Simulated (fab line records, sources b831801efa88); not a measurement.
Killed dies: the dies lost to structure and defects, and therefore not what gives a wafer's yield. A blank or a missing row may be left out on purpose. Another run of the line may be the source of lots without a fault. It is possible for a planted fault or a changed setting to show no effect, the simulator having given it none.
fab line records || flow sky130
[record] {"lots": 5, "wafers": 15, "last-day": 50}
route steps=708 shown PWDE@55 NWELL@56
lots that met no fault: from a run of the same line without faults
start-h: hours from the record's opening day to when the first of the lot's shown wafers began || wait-h: how many hours have passed since the lot's step before this one || " same as the row above || L1.1+2: a row that stands for several wafers || - either no value or no given start || * or withheld: withheld || < > ~ a bound
route shown NAME@n: names a module that has steps shown in the file, with the first one's number in the route || usual: mean and standard deviation over wafers with no fault || same: alike in all rows || chamber/n: place in a boat || sites: readings site by site || _std_site: their standard deviation || _edge_site: the outer-site mean with the inner-site mean subtracted || radius-mm: how far each site lies from the wafer's centre || mask NAME#n: copy n || behind: the tool/chamber that last shaped the wafer || hold: the reason the lot was held/the length of the hold in hours/how it ended || device: which transistor (n, p or np) failed to switch || end of line: tests of these same wafers at the route's end || a step with no rows: only its recipe || killed: dies lost to structure and defects at the first sort, not the wafer's yield || map: dies across one wafer; x = killed, . = not, _ = none there
set.NAME: setting as actually run; set.NAME@STEP: the setting as run at that earlier step || model.NAME: the simulator's own value behind a step, which no gauge read
lots at some steps of the route; a table a step, a row a wafer
services: the hour from which a tool's chamber was out of use, counted from the record's first day as start-h (under 0 if before that day), plus the number of hours and why
[[steps]]
[step SKY_PWDE_TW_MEAS_10]
[usual] {"PWDE_TW": "376/3.1"}
{"lot.wafer": "L959.1", "tool": "film-metro-03", "chamber": "-", "start-h": 80.88, "wait-h": 0.1, "PWDE_TW": 377}
{"lot.wafer": "L959.2", "tool": "film-metro-03", "chamber": "-", "start-h": 80.88, "wait-h": 0.1, "PWDE_TW": 375}
{"lot.wafer": "L959.6", "tool": "film-metro-03", "chamber": "-", "start-h": 80.88, "wait-h": 0.1, "PWDE_TW": 376}
{"lot.wafer": "L961.2", "tool": "film-metro-04", "chamber": "-", "start-h": 89.54, "wait-h": 0.1, "PWDE_TW": 377}
{"lot.wafer": "L961.3", "tool": "film-metro-04", "chamber": "-", "start-h": 89.54, "wait-h": 0.1, "PWDE_TW": 379}
{"lot.wafer": "L961.5", "tool": "film-metro-04", "chamber": "-", "start-h": 89.54, "wait-h": 0.1, "PWDE_TW": 377}
{"lot.wafer": "L972.1", "tool": "film-metro-02", "chamber": "-", "start-h": 161.47, "wait-h": 0.1, "PWDE_TW": 373}
{"lot.wafer": "L972.2", "tool": "film-metro-02", "chamber": "-", "start-h": 161.47, "wait-h": 0.1, "PWDE_TW": 375}
{"lot.wafer": "L972.4", "tool": "film-metro-02", "chamber": "-", "start-h": 161.47, "wait-h": 0.1, "PWDE_TW": 373}
{"lot.wafer": "L975.1", "tool": "film-metro-02", "chamber": "-", "start-h": 175.22, "wait-h": 0.1, "PWDE_TW": 373}
{"lot.wafer": "L975.2", "tool": "film-metro-02", "chamber": "-", "start-h": 175.22, "wait-h": 0.1, "PWDE_TW": 373}
{"lot.wafer": "L975.6", "tool": "film-metro-02", "chamber": "-", "start-h": 175.22, "wait-h": 0.1, "PWDE_TW": 371}
{"lot.wafer": "L980.2", "tool": "film-metro-04", "chamber": "-", "start-h": 195.05, "wait-h": 0.1, "PWDE_TW": 378}
{"lot.wafer": "L980.3", "tool": "film-metro-04", "chamber": "-", "start-h": 195.05, "wait-h": 0.1, "PWDE_TW": 377}
{"lot.wafer": "L980.5", "tool": "film-metro-04", "chamber": "-", "start-h": 195.05, "wait-h": 0.1, "PWDE_TW": 379}
[step SKY_NWELL_DEHYDRATE_03]
[recipe] {"temp-c": 200, "time-s": 60}
[step SKY_NWELL_HMDS_04]
[recipe] {"prime-time-s": 60, "prime-temp-c": 120}
[step SKY_NWELL_COAT_05]
[recipe] {"spin-rpm": 2000, "resist-thk-nm": 3000}
[step SKY_NWELL_SOFTBAKE_06]
[recipe] {"temp-c": 110, "time-s": "withheld"}
[step SKY_NWELL_EXPOSE_07]
[recipe] {"mask-id": "NWM", "na": 0.6, "source-shape": "conventional", "sigma-outer": 0.6, "polarization": "unpolarized", "target-cd-nm": 840, "dose-mj": 255}
[step SKY_NWELL_PEB_08]
[recipe] {"temp-c": 115, "time-s": "withheld"}
[step SKY_NWELL_DEVELOP_09]
[recipe] {"wall-angle-deg": 90, "developer": "TMAH", "develop-time-s": 60, "dev-temp-c": 23}
[step SKY_NWELL_OVL_MEAS_10]
[usual] {"NWELL_00_OVL": "0.2/1.7"}
{"lot.wafer": "L959.1", "tool": "overlay-01", "chamber": "-", "start-h": 95.21, "wait-h": "-", "NWELL_00_OVL[nm]": 1.3}
{"lot.wafer": "L959.2", "tool": "overlay-01", "chamber": "-", "start-h": 95.21, "wait-h": "-", "NWELL_00_OVL[nm]": 2.2}
{"lot.wafer": "L959.6", "tool": "overlay-01", "chamber": "-", "start-h": 95.21, "wait-h": "-", "NWELL_00_OVL[nm]": 2.0}
{"lot.wafer": "L961.2", "tool": "overlay-02", "chamber": "-", "start-h": 106.23, "wait-h": "-", "NWELL_00_OVL[nm]": -1.7}
{"lot.wafer": "L961.3", "tool": "overlay-02", "chamber": "-", "start-h": 106.23, "wait-h": "-", "NWELL_00_OVL[nm]": -1.4}
{"lot.wafer": "L961.5", "tool": "overlay-02", "chamber": "-", "start-h": 106.23, "wait-h": "-", "NWELL_00_OVL[nm]": -2.1}
{"lot.wafer": "L972.1", "tool": "overlay-02", "chamber": "-", "start-h": 181.38, "wait-h": "-", "NWELL_00_OVL[nm]": -0.3}
{"lot.wafer": "L972.2", "tool": "overlay-02", "chamber": "-", "start-h": 181.38, "wait-h": "-", "NWELL_00_OVL[nm]": 0.0}
{"lot.wafer": "L972.4", "tool": "overlay-02", "chamber": "-", "start-h": 181.38, "wait-h": "-", "NWELL_00_OVL[nm]": 0.8}
{"lot.wafer": "L975.1", "tool": "overlay-02", "chamber": "-", "start-h": 194.22, "wait-h": "-", "NWELL_00_OVL[nm]": 1.3}
{"lot.wafer": "L975.2", "tool": "overlay-02", "chamber": "-", "start-h": 194.22, "wait-h": "-", "NWELL_00_OVL[nm]": 3.3}
{"lot.wafer": "L975.6", "tool": "overlay-02", "chamber": "-", "start-h": 194.22, "wait-h": "-", "NWELL_00_OVL[nm]": 1.7}
{"lot.wafer": "L980.2", "tool": "overlay-01", "chamber": "-", "start-h": 216.84, "wait-h": "-", "NWELL_00_OVL[nm]": -1.6}
{"lot.wafer": "L980.3", "tool": "overlay-01", "chamber": "-", "start-h": 216.84, "wait-h": "-", "NWELL_00_OVL[nm]": -1.1}
{"lot.wafer": "L980.5", "tool": "overlay-01", "chamber": "-", "start-h": 216.84, "wait-h": "-", "NWELL_00_OVL[nm]": -0.1}
[step SKY_NWELL_IMPLANT_11]
[recipe] {"species": "P", "energy-kev": 400, "dose-cm2": 1.9e+13, "tilt-deg": "withheld"}
[step SKY_NWELL_IMPLANT_12]
[recipe] {"species": "P", "energy-kev": 120, "dose-cm2": 1.3e+12, "tilt-deg": "withheld"}
[step SKY_NWELL_IMPLANT_13]
[recipe] {"species": "P", "energy-kev": 50, "dose-cm2": 7e+11, "tilt-deg": "withheld"}
[step SKY_NWELL_STRIP_14]
[recipe] {"chemistry": "O2/N2", "power-w": 1400, "pressure-mtorr": 1500, "platen-temp-c": "withheld", "o2-flow-sccm": 3000, "n2-flow-sccm": 300, "overash-fraction": 0.5}
[usual] {"drypump-motor-current-A": "5.7/0.47", "oes-product-au": "0.723/0.0047", "strip-time-to-endpoint-s": "36.90/0.11"}
{"lot.wafer": "L959.1", "tool": "plasma-asher-04", "chamber": 1, "start-h": 95.69, "wait-h": 0.1, "drypump-motor-current-A": 5.4, "oes-product-au": 0.722, "rf-hours-counter-h": 42, "strip-time-to-endpoint-s": 36.98, "model.coat_of_NWELL_COAT_05.thk-nm": 0}
{"lot.wafer": "L959.2", "tool": "plasma-asher-04", "chamber": 0, "start-h": 95.69, "wait-h": 0.1, "drypump-motor-current-A": 6.6, "oes-product-au": 0.724, "rf-hours-counter-h": 42, "strip-time-to-endpoint-s": 36.87, "model.coat_of_NWELL_COAT_05.thk-nm": 0}
{"lot.wafer": "L959.6", "tool": "plasma-asher-04", "chamber": 1, "start-h": 95.69, "wait-h": 0.1, "drypump-motor-current-A": 5.4, "oes-product-au": 0.724, "rf-hours-counter-h": "-", "strip-time-to-endpoint-s": 36.83, "model.coat_of_NWELL_COAT_05.thk-nm": 0}
{"lot.wafer": "L961.2", "tool": "plasma-asher-04", "chamber": 1, "start-h": 106.71, "wait-h": 0.1, "drypump-motor-current-A": 5.4, "oes-product-au": 0.954, "rf-hours-counter-h": 43, "strip-time-to-endpoint-s": "-", "model.coat_of_NWELL_COAT_05.thk-nm": 1129}
{"lot.wafer": "L961.3", "tool": "plasma-asher-04", "chamber": 1, "start-h": 106.71, "wait-h": 0.1, "drypump-motor-current-A": 5.4, "oes-product-au": 0.948, "rf-hours-counter-h": "-", "strip-time-to-endpoint-s": "-", "model.coat_of_NWELL_COAT_05.thk-nm": 1130}
{"lot.wafer": "L961.5", "tool": "plasma-asher-04", "chamber": 1, "start-h": 106.71, "wait-h": 0.1, "drypump-motor-current-A": 5.4, "oes-product-au": 0.949, "rf-hours-counter-h": "-", "strip-time-to-endpoint-s": "-", "model.coat_of_NWELL_COAT_05.thk-nm": 1130}
{"lot.wafer": "L972.1", "tool": "plasma-asher-04", "chamber": 1, "start-h": 181.87, "wait-h": 0.1, "drypump-motor-current-A": 5.4, "oes-product-au": 0.720, "rf-hours-counter-h": 6, "strip-time-to-endpoint-s": 36.82, "model.coat_of_NWELL_COAT_05.thk-nm": 0}
{"lot.wafer": "L972.2", "tool": "plasma-asher-04", "chamber": 0, "start-h": 181.87, "wait-h": 0.1, "drypump-motor-current-A": 6.6, "oes-product-au": 0.725, "rf-hours-counter-h": 6, "strip-time-to-endpoint-s": 36.88, "model.coat_of_NWELL_COAT_05.thk-nm": 0}
{"lot.wafer": "L972.4", "tool": "plasma-asher-04", "chamber": 1, "start-h": 181.87, "wait-h": 0.1, "drypump-motor-current-A": 5.4, "oes-product-au": 0.712, "rf-hours-counter-h": "-", "strip-time-to-endpoint-s": 36.85, "model.coat_of_NWELL_COAT_05.thk-nm": 0}
{"lot.wafer": "L975.1", "tool": "plasma-asher-02", "chamber": 0, "start-h": 194.71, "wait-h": 0.1, "drypump-motor-current-A": 5.3, "oes-product-au": 0.710, "rf-hours-counter-h": 49, "strip-time-to-endpoint-s": 36.99, "model.coat_of_NWELL_COAT_05.thk-nm": 0}
{"lot.wafer": "L975.2", "tool": "plasma-asher-02", "chamber": 1, "start-h": 194.71, "wait-h": 0.1, "drypump-motor-current-A": 5.5, "oes-product-au": 0.720, "rf-hours-counter-h": 49, "strip-time-to-endpoint-s": 37.07, "model.coat_of_NWELL_COAT_05.thk-nm": 0}
{"lot.wafer": "L975.6", "tool": "plasma-asher-02", "chamber": 1, "start-h": 194.71, "wait-h": 0.1, "drypump-motor-current-A": 5.5, "oes-product-au": 0.724, "rf-hours-counter-h": "-", "strip-time-to-endpoint-s": 37.02, "model.coat_of_NWELL_COAT_05.thk-nm": 0}
{"lot.wafer": "L980.2", "tool": "plasma-asher-04", "chamber": 1, "start-h": 217.32, "wait-h": 0.1, "drypump-motor-current-A": 5.4, "oes-product-au": 0.720, "rf-hours-counter-h": 10, "strip-time-to-endpoint-s": 36.82, "model.coat_of_NWELL_COAT_05.thk-nm": 0}
{"lot.wafer": "L980.3", "tool": "plasma-asher-04", "chamber": 0, "start-h": 217.32, "wait-h": 0.1, "drypump-motor-current-A": 6.6, "oes-product-au": 0.726, "rf-hours-counter-h": "-", "strip-time-to-endpoint-s": 36.77, "model.coat_of_NWELL_COAT_05.thk-nm": 0}
{"lot.wafer": "L980.5", "tool": "plasma-asher-04", "chamber": 0, "start-h": 217.32, "wait-h": 0.1, "drypump-motor-current-A": 6.6, "oes-product-au": 0.723, "rf-hours-counter-h": "-", "strip-time-to-endpoint-s": 36.68, "model.coat_of_NWELL_COAT_05.thk-nm": 0}
[step SKY_NWELL_TW_MEAS_15]
[usual] {"NWELL_TW": "1833/13"}
{"lot.wafer": "L959.1", "tool": "film-metro-02", "chamber": "-", "start-h": 95.79, "wait-h": 0.1, "NWELL_TW": 1805}
{"lot.wafer": "L959.2", "tool": "film-metro-02", "chamber": "-", "start-h": 95.79, "wait-h": 0.1, "NWELL_TW": 1813}
{"lot.wafer": "L959.6", "tool": "film-metro-02", "chamber": "-", "start-h": 95.79, "wait-h": 0.1, "NWELL_TW": 1806}
{"lot.wafer": "L961.2", "tool": "film-metro-02", "chamber": "-", "start-h": 106.82, "wait-h": 0.1, "NWELL_TW": 1815}
{"lot.wafer": "L961.3", "tool": "film-metro-02", "chamber": "-", "start-h": 106.82, "wait-h": 0.1, "NWELL_TW": 1828}
{"lot.wafer": "L961.5", "tool": "film-metro-02", "chamber": "-", "start-h": 106.82, "wait-h": 0.1, "NWELL_TW": 1813}
{"lot.wafer": "L972.1", "tool": "film-metro-02", "chamber": "-", "start-h": 181.97, "wait-h": 0.1, "NWELL_TW": 1823}
{"lot.wafer": "L972.2", "tool": "film-metro-02", "chamber": "-", "start-h": 181.97, "wait-h": 0.1, "NWELL_TW": 1823}
{"lot.wafer": "L972.4", "tool": "film-metro-02", "chamber": "-", "start-h": 181.97, "wait-h": 0.1, "NWELL_TW": 1818}
{"lot.wafer": "L975.1", "tool": "film-metro-03", "chamber": "-", "start-h": 194.81, "wait-h": 0.1, "NWELL_TW": 1831}
{"lot.wafer": "L975.2", "tool": "film-metro-03", "chamber": "-", "start-h": 194.81, "wait-h": 0.1, "NWELL_TW": 1823}
{"lot.wafer": "L975.6", "tool": "film-metro-03", "chamber": "-", "start-h": 194.81, "wait-h": 0.1, "NWELL_TW": 1835}
{"lot.wafer": "L980.2", "tool": "film-metro-04", "chamber": "-", "start-h": 217.43, "wait-h": 0.1, "NWELL_TW": 1843}
{"lot.wafer": "L980.3", "tool": "film-metro-04", "chamber": "-", "start-h": 217.43, "wait-h": 0.1, "NWELL_TW": 1841}
{"lot.wafer": "L980.5", "tool": "film-metro-04", "chamber": "-", "start-h": 217.43, "wait-h": 0.1, "NWELL_TW": 1832}
[step SKY_NWELL_DEHYDRATE_16]
[recipe] {"temp-c": 200, "time-s": 60}
[step SKY_NWELL_HMDS_17]
[recipe] {"prime-time-s": 60, "prime-temp-c": 120}
[step SKY_NWELL_COAT_18]
[recipe] {"spin-rpm": 2000, "resist-thk-nm": 3000}
[step SKY_NWELL_SOFTBAKE_19]
[recipe] {"temp-c": 110, "time-s": "withheld"}
[step SKY_NWELL_EXPOSE_20]
[recipe] {"mask-id": "NWM_COMPLEMENT", "na": 0.6, "source-shape": "conventional", "sigma-outer": 0.6, "polarization": "unpolarized", "target-cd-nm": 840, "dose-mj": 260}
[step SKY_NWELL_PEB_21]
[recipe] {"temp-c": 115, "time-s": "withheld"}
[step SKY_NWELL_DEVELOP_22]
[recipe] {"wall-angle-deg": 90, "developer": "TMAH", "develop-time-s": 60, "dev-temp-c": 23}
[step SKY_NWELL_OVL_MEAS_23]
[usual] {"NWELL_01_OVL": "0.3/1.3"}
{"lot.wafer": "L959.1", "tool": "overlay-01", "chamber": "-", "start-h": 113.58, "wait-h": "-", "NWELL_01_OVL[nm]": 2.3}
{"lot.wafer": "L959.2", "tool": "overlay-01", "chamber": "-", "start-h": 113.58, "wait-h": "-", "NWELL_01_OVL[nm]": 2.7}
{"lot.wafer": "L959.6", "tool": "overlay-01", "chamber": "-", "start-h": 113.58, "wait-h": "-", "NWELL_01_OVL[nm]": 2.0}
{"lot.wafer": "L961.2", "tool": "overlay-02", "chamber": "-", "start-h": 125.39, "wait-h": "-", "NWELL_01_OVL[nm]": 0.5}
{"lot.wafer": "L961.3", "tool": "overlay-02", "chamber": "-", "start-h": 125.39, "wait-h": "-", "NWELL_01_OVL[nm]": 2.5}
{"lot.wafer": "L961.5", "tool": "overlay-02", "chamber": "-", "start-h": 125.39, "wait-h": "-", "NWELL_01_OVL[nm]": 1.0}
{"lot.wafer": "L972.1", "tool": "overlay-02", "chamber": "-", "start-h": 202.92, "wait-h": "-", "NWELL_01_OVL[nm]": -0.4}
{"lot.wafer": "L972.2", "tool": "overlay-02", "chamber": "-", "start-h": 202.92, "wait-h": "-", "NWELL_01_OVL[nm]": -1.1}
{"lot.wafer": "L972.4", "tool": "overlay-02", "chamber": "-", "start-h": 202.92, "wait-h": "-", "NWELL_01_OVL[nm]": -0.7}
{"lot.wafer": "L975.1", "tool": "overlay-02", "chamber": "-", "start-h": 216.61, "wait-h": "-", "NWELL_01_OVL[nm]": -0.5}
{"lot.wafer": "L975.2", "tool": "overlay-02", "chamber": "-", "start-h": 216.61, "wait-h": "-", "NWELL_01_OVL[nm]": 0.0}
{"lot.wafer": "L975.6", "tool": "overlay-02", "chamber": "-", "start-h": 216.61, "wait-h": "-", "NWELL_01_OVL[nm]": -1.0}
{"lot.wafer": "L980.2", "tool": "overlay-01", "chamber": "-", "start-h": 240.21, "wait-h": "-", "NWELL_01_OVL[nm]": -1.0}
{"lot.wafer": "L980.3", "tool": "overlay-01", "chamber": "-", "start-h": 240.21, "wait-h": "-", "NWELL_01_OVL[nm]": -0.4}
{"lot.wafer": "L980.5", "tool": "overlay-01", "chamber": "-", "start-h": 240.21, "wait-h": "-", "NWELL_01_OVL[nm]": 1.2}
[step SKY_NWELL_IMPLANT_24]
[recipe] {"species": "B", "energy-kev": 140, "dose-cm2": 9.2e+12, "tilt-deg": "withheld"}
[step SKY_NWELL_STRIP_25]
[recipe] {"chemistry": "O2/N2", "power-w": 1400, "pressure-mtorr": 1500, "platen-temp-c": "withheld", "o2-flow-sccm": 3000, "n2-flow-sccm": 300, "overash-fraction": 0.5}
[usual] {"drypump-motor-current-A": "5.7/0.36", "oes-product-au": "0.723/0.0044", "strip-time-to-endpoint-s": "36.90/0.12"}
{"lot.wafer": "L959.1", "tool": "plasma-asher-01", "chamber": 1, "start-h": 113.77, "wait-h": 0.1, "drypump-motor-current-A": 5.9, "oes-product-au": 0.719, "rf-hours-counter-h": 31, "strip-time-to-endpoint-s": 36.90}
{"lot.wafer": "L959.2", "tool": "plasma-asher-01", "chamber": 0, "start-h": 113.77, "wait-h": 0.1, "drypump-motor-current-A": 5.7, "oes-product-au": 0.720, "rf-hours-counter-h": 31, "strip-time-to-endpoint-s": 36.92}
{"lot.wafer": "L959.6", "tool": "plasma-asher-01", "chamber": 1, "start-h": 113.77, "wait-h": 0.1, "drypump-motor-current-A": 5.9, "oes-product-au": 0.716, "rf-hours-counter-h": "-", "strip-time-to-endpoint-s": 36.84}
{"lot.wafer": "L961.2", "tool": "plasma-asher-04", "chamber": 0, "start-h": 125.64, "wait-h": 0.1, "drypump-motor-current-A": 6.6, "oes-product-au": 0.734, "rf-hours-counter-h": 1, "strip-time-to-endpoint-s": 53.52}
{"lot.wafer": "L961.3", "tool": "plasma-asher-04", "chamber": 0, "start-h": 125.64, "wait-h": 0.1, "drypump-motor-current-A": 6.6, "oes-product-au": 0.728, "rf-hours-counter-h": "-", "strip-time-to-endpoint-s": 53.63}
{"lot.wafer": "L961.5", "tool": "plasma-asher-04", "chamber": 1, "start-h": 125.64, "wait-h": 0.1, "drypump-motor-current-A": 5.4, "oes-product-au": 0.722, "rf-hours-counter-h": "-", "strip-time-to-endpoint-s": 53.57}
{"lot.wafer": "L972.1", "tool": "plasma-asher-01", "chamber": 0, "start-h": 203.11, "wait-h": 0.1, "drypump-motor-current-A": 5.7, "oes-product-au": 0.725, "rf-hours-counter-h": 40, "strip-time-to-endpoint-s": 36.96}
{"lot.wafer": "L972.2", "tool": "plasma-asher-01", "chamber": 1, "start-h": 203.11, "wait-h": 0.1, "drypump-motor-current-A": 5.9, "oes-product-au": 0.723, "rf-hours-counter-h": 40, "strip-time-to-endpoint-s": 37.02}
{"lot.wafer": "L972.4", "tool": "plasma-asher-01", "chamber": 1, "start-h": 203.11, "wait-h": 0.1, "drypump-motor-current-A": 5.9, "oes-product-au": 0.719, "rf-hours-counter-h": "-", "strip-time-to-endpoint-s": 37.07}
{"lot.wafer": "L975.1", "tool": "plasma-asher-02", "chamber": 1, "start-h": 216.79, "wait-h": 0.1, "drypump-motor-current-A": 5.5, "oes-product-au": 0.724, "rf-hours-counter-h": 52, "strip-time-to-endpoint-s": 37.05}
{"lot.wafer": "L975.2", "tool": "plasma-asher-02", "chamber": 0, "start-h": 216.79, "wait-h": 0.1, "drypump-motor-current-A": 5.3, "oes-product-au": 0.721, "rf-hours-counter-h": 52, "strip-time-to-endpoint-s": 36.87}
{"lot.wafer": "L975.6", "tool": "plasma-asher-02", "chamber": 0, "start-h": 216.79, "wait-h": 0.1, "drypump-motor-current-A": 5.4, "oes-product-au": 0.719, "rf-hours-counter-h": "-", "strip-time-to-endpoint-s": 36.98}
{"lot.wafer": "L980.2", "tool": "plasma-asher-04", "chamber": 0, "start-h": 240.39, "wait-h": 0.1, "drypump-motor-current-A": 6.6, "oes-product-au": 0.719, "rf-hours-counter-h": 12, "strip-time-to-endpoint-s": 36.91}
{"lot.wafer": "L980.3", "tool": "plasma-asher-04", "chamber": 0, "start-h": 240.39, "wait-h": 0.1, "drypump-motor-current-A": 6.6, "oes-product-au": 0.724, "rf-hours-counter-h": "-", "strip-time-to-endpoint-s": 37.01}
{"lot.wafer": "L980.5", "tool": "plasma-asher-04", "chamber": 1, "start-h": 240.39, "wait-h": 0.1, "drypump-motor-current-A": 5.4, "oes-product-au": 0.718, "rf-hours-counter-h": "-", "strip-time-to-endpoint-s": 37.01}
[step SKY_NWELL_TW_MEAS_26]
[usual] {"NWELL_2_TW": "499/3.5"}
{"lot.wafer": "L959.1", "tool": "film-metro-02", "chamber": "-", "start-h": 113.87, "wait-h": 0.1, "NWELL_2_TW": 496}
{"lot.wafer": "L959.2", "tool": "film-metro-02", "chamber": "-", "start-h": 113.87, "wait-h": 0.1, "NWELL_2_TW": 496}
{"lot.wafer": "L959.6", "tool": "film-metro-02", "chamber": "-", "start-h": 113.87, "wait-h": 0.1, "NWELL_2_TW": 496}
{"lot.wafer": "L961.2", "tool": "film-metro-03", "chamber": "-", "start-h": 125.75, "wait-h": 0.1, "NWELL_2_TW": 30}
{"lot.wafer": "L961.3", "tool": "film-metro-03", "chamber": "-", "start-h": 125.75, "wait-h": 0.1, "NWELL_2_TW": 30}
{"lot.wafer": "L961.5", "tool": "film-metro-03", "chamber": "-", "start-h": 125.75, "wait-h": 0.1, "NWELL_2_TW": 30}
{"lot.wafer": "L972.1", "tool": "film-metro-02", "chamber": "-", "start-h": 203.21, "wait-h": 0.1, "NWELL_2_TW": 496}
{"lot.wafer": "L972.2", "tool": "film-metro-02", "chamber": "-", "start-h": 203.21, "wait-h": 0.1, "NWELL_2_TW": 496}
{"lot.wafer": "L972.4", "tool": "film-metro-02", "chamber": "-", "start-h": 203.21, "wait-h": 0.1, "NWELL_2_TW": 494}
{"lot.wafer": "L975.1", "tool": "film-metro-04", "chamber": "-", "start-h": 216.89, "wait-h": 0.1, "NWELL_2_TW": 503}
{"lot.wafer": "L975.2", "tool": "film-metro-04", "chamber": "-", "start-h": 216.89, "wait-h": 0.1, "NWELL_2_TW": 501}
{"lot.wafer": "L975.6", "tool": "film-metro-04", "chamber": "-", "start-h": 216.89, "wait-h": 0.1, "NWELL_2_TW": 501}
{"lot.wafer": "L980.2", "tool": "film-metro-03", "chamber": "-", "start-h": 240.50, "wait-h": 0.1, "NWELL_2_TW": 500}
{"lot.wafer": "L980.3", "tool": "film-metro-03", "chamber": "-", "start-h": 240.50, "wait-h": 0.1, "NWELL_2_TW": 502}
{"lot.wafer": "L980.5", "tool": "film-metro-03", "chamber": "-", "start-h": 240.50, "wait-h": 0.1, "NWELL_2_TW": 499}
[step SKY_NWELL_CLEAN_27]
[recipe] {"chemistry": "SC1/SC2", "mix": "1:4:20", "temp-c": 70, "time-s": 150, "dry": "n2-spin"}
[[services]]
{"tool": "plasma-asher-04", "chamber": "-", "start-h": 108.75, "hours": 9.0, "kind": "pm"}
{"tool": "plasma-asher-04", "chamber": 0, "start-h": 108.75, "hours": 9.0, "kind": "vent-cycle"}
{"tool": "plasma-asher-04", "chamber": 1, "start-h": 108.75, "hours": 9.0, "kind": "vent-cycle"}
{"tool": "plasma-asher-04", "chamber": 0, "start-h": 117.75, "hours": "-", "kind": "clean"}
{"tool": "plasma-asher-04", "chamber": 1, "start-h": 117.75, "hours": "-", "kind": "clean"}
{"tool": "plasma-asher-04", "chamber": "-", "start-h": 132.58, "hours": 1.4, "kind": "repair"}
{"tool": "plasma-asher-01", "chamber": "-", "start-h": 156.39, "hours": 0.7, "kind": "repair"}
[[key]]
[first-sign] {"step": "SKY_NWELL_STRIP_14", "reading": "oes-product-au", "direction": "up", "sigmas": 48, "usual": 0.723, "struck": 0.950}
[effect] {"step": "SKY_NWELL_STRIP_25", "reading": "strip-time-to-endpoint-s", "direction": "up", "sigmas": "99+", "usual": "*", "struck": "*"}
[effect] {"step": "SKY_NWELL_TW_MEAS_26", "reading": "NWELL_2_TW", "direction": "down", "sigmas": "99+", "usual": 499, "struck": 30}
[model-effect] {"step": "SKY_NWELL_STRIP_14", "value": "coat_of_NWELL_COAT_05.thk-nm", "without": 0, "struck": 1130}
met-at SKY_NWELL_STRIP_14
struck-wafers L961.2,L961.3,L961.5
sort-left-out L961.2,L961.3,L961.5
tester-left-out L961
onset-between 95.69 106.71
[fault] {"kind": "strip-aborted", "tool": "plasma-asher-04", "chamber": "-", "onset-h": 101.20, "steps": "SKY_NWELL_STRIP_14", "offset": 0.63635, "end-h": 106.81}
// tester-left-out: of these lots the tester's yield and bins aren't shown, on N5 and GAA mostly nor the transistor test; their killed dies are dies lost to structure and defects alone, not to doping, threshold or leakage, so they don't give the yield
// sort-left-out: the simulated sort isn't trusted on such a fault, so these wafers' sort isn't shown, and their yield isn't known
